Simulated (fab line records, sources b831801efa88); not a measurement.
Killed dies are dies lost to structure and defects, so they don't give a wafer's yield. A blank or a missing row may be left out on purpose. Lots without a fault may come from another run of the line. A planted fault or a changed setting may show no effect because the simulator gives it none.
Which tool did it? | flow gf180mcu | 14 lots, 42 wafers sampled, at 3 steps of a route of 602

WHAT THE GAUGES READ, wafer by wafer
GF_TOP_METAL_RS_MEAS_05: measures by four-point-probe.
lot  | measured     | on            | TOP_METAL_ALCU_RS (ohm/sq)
L399 | day 27 12:33 | film_metro-04 | 0.0324 0.0327 0.0325
L400 | day 27 18:11 | film_metro-04 | 0.0327 0.0330 0.0327
L402 | day 28 08:44 | film_metro-01 | 0.0325 0.0322 0.0314
L404 | day 29 01:09 | film_metro-02 | 0.0325 0.0328 0.0331
L405 | day 29 04:42 | film_metro-01 | 0.0324 0.0332 0.0326
L406 | day 29 17:23 | film_metro-01 | 0.0322 0.0327 0.0325
L407 | day 30 00:20 | film_metro-01 | 0.0328 0.0324 0.0322
L408 | day 30 10:19 | film_metro-02 | 0.0329 0.0325 0.0323
L409 | day 30 16:22 | film_metro-01 | 0.0331 0.0325 0.0332
L411 | day 31 00:14 | film_metro-04 | 0.0330 0.0330 0.0327
L413 | day 31 21:01 | film_metro-02 | 0.0326 0.0326 0.0328
L415 | day 32 02:50 | film_metro-04 | 0.0331 0.0330 0.0330

WHICH TOOL RAN EACH LOT (tool, then ch and the chambers of the sampled wafers, then the start)
lot  | GF_V5_SPUTTER_21             | GF_V5_CVD_23
L399 | pvd_sputter-02, day 27 11:38 | cvd_w-01 ch 0,1, day 27 11:44
L400 | pvd_sputter-02, day 27 17:15 | cvd_w-01 ch 0,1, day 27 17:21
L402 | pvd_sputter-02, day 28 07:49 | cvd_w-02 ch 0,1, day 28 07:55
L404 | pvd_sputter-02, day 29 00:11 | cvd_w-01 ch 0,1, day 29 00:19
L405 | pvd_sputter-01, day 29 03:40 | cvd_w-02 ch 0,1, day 29 03:46
L406 | pvd_sputter-04, day 29 16:27 | cvd_w-01 ch 0, day 29 16:33
L407 | pvd_sputter-02, day 29 23:25 | cvd_w-01 ch 0,1, day 29 23:31
L408 | pvd_sputter-04, day 30 09:24 | cvd_w-02 ch 0,1, day 30 09:30
L409 | pvd_sputter-01, day 30 15:26 | cvd_w-01 ch 0,1, day 30 15:32
L411 | pvd_sputter-01, day 30 23:20 | cvd_w-02 ch 0,1, day 30 23:26
L413 | pvd_sputter-01, day 31 20:06 | cvd_w-01 ch 0,1, day 31 20:12
L415 | pvd_sputter-04, day 32 01:54 | cvd_w-02 ch 0,1, day 32 02:00
L417 | pvd_sputter-02, day 32 16:33 | cvd_w-01 ch 0,1, day 32 16:39
L418 | pvd_sputter-02, day 32 20:35 | cvd_w-02 ch 0,1, day 32 20:43
- GF_V5_SPUTTER_21: material Ti, target thk 15 nm, time 80.02 s.
- GF_V5_CVD_23: deposits W, target thk 350 nm, time 104.9 s.

WHAT THE TOOLS THEMSELVES READ (means of the sampled wafers that have a number; where no wafer has one, the mark that the record gives instead)
GF_V5_SPUTTER_21.
lot  | tool           | cathode_dc_power_W (W) | chamber_pressure_pa (Pa) | throttle_valve_pct (%)
L399 | pvd_sputter-02 | 2499.9                 | 5.007                    | 29.0
L400 | pvd_sputter-02 | 2499.7                 | 5.002                    | 29.8
L402 | pvd_sputter-02 | 2499.9                 | 5.008                    | 29.7
L404 | pvd_sputter-02 | 2500.5                 | 5.001                    | 29.1
L405 | pvd_sputter-01 | 2499.7                 | 5.006                    | 30.9
L406 | pvd_sputter-04 | 2500.3                 | 4.991                    | 29.1
L407 | pvd_sputter-02 | 2499.6                 | 5.007                    | 29.7
L408 | pvd_sputter-04 | 2500.2                 | 4.996                    | 29.2
L409 | pvd_sputter-01 | 2500.5                 | 4.994                    | 30.3
L411 | pvd_sputter-01 | 2499.8                 | 5.000                    | 30.3
L413 | pvd_sputter-01 | 2500.0                 | 5.001                    | 30.3
L415 | pvd_sputter-04 | 2500.3                 | 5.002                    | 29.4
L417 | pvd_sputter-02 | -                      | -                        | -
L418 | pvd_sputter-02 | -                      | -                        | -

GF_V5_CVD_23.
lot  | tool     | heater_power_w (W)
L399 | cvd_w-01 | 890
L400 | cvd_w-01 | 933
L402 | cvd_w-02 | 891
L404 | cvd_w-01 | 896
L405 | cvd_w-02 | 911
L406 | cvd_w-01 | 961
L407 | cvd_w-01 | 909
L408 | cvd_w-02 | 837
L409 | cvd_w-01 | 904
L411 | cvd_w-02 | 839
L413 | cvd_w-01 | 916
L415 | cvd_w-02 | 898
L417 | cvd_w-01 | 911
L418 | cvd_w-02 | 912

THE ANSWER, worked out from the rows above alone
Rule: what is usual is taken from the lots themselves. Put in order of their means at a reading, lots are off if they are a third of the lots or fewer, leave a main group of 4 or more, and stand apart from it by a gap of 3 or more times the standard deviation of the main group's means; of several such gaps the widest counts. A main group whose means are all the same, to the digits that the tables above print for the reading, isn't used. A lot without any number at a reading at which 4 lots or more have one is off too. The other lots that the step has rows for count as sound. The gauges are gone through in route order, then the tools' own readings, and for those a lot's mean is taken as printed above. The first step at which some lot is off is used, and at that step the reading that is off furthest; a lot without a number counts as furthest.
Off: L417, L418, at GF_V5_SPUTTER_21 (cathode_dc_power_W). Without a number there: L417, L418. The main group: mean 2500.0 W, standard deviation 0.3.
A tool fits if, at that step or a process step before it, it ran every lot that is off, and no sound lot after the first of them. One fits: pvd_sputter-02 at GF_V5_SPUTTER_21. Its last sound lot is L407 (day 29 23:25), its first lot that is off L417 (day 32 16:33): a fault that began between those two fits.
Blank at GF_V5_SPUTTER_21 on the lots that are off, where sound lots have numbers: cathode_dc_power_W, chamber_pressure_pa, throttle_valve_pct.

WHAT THE SIMULATOR HAD PUT IN
Skipped step whole: pvd_sputter-02, from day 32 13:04 on, at GF_V5_SPUTTER_21. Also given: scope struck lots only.
Lots struck among those shown: L417, L418. The rule above found the same.
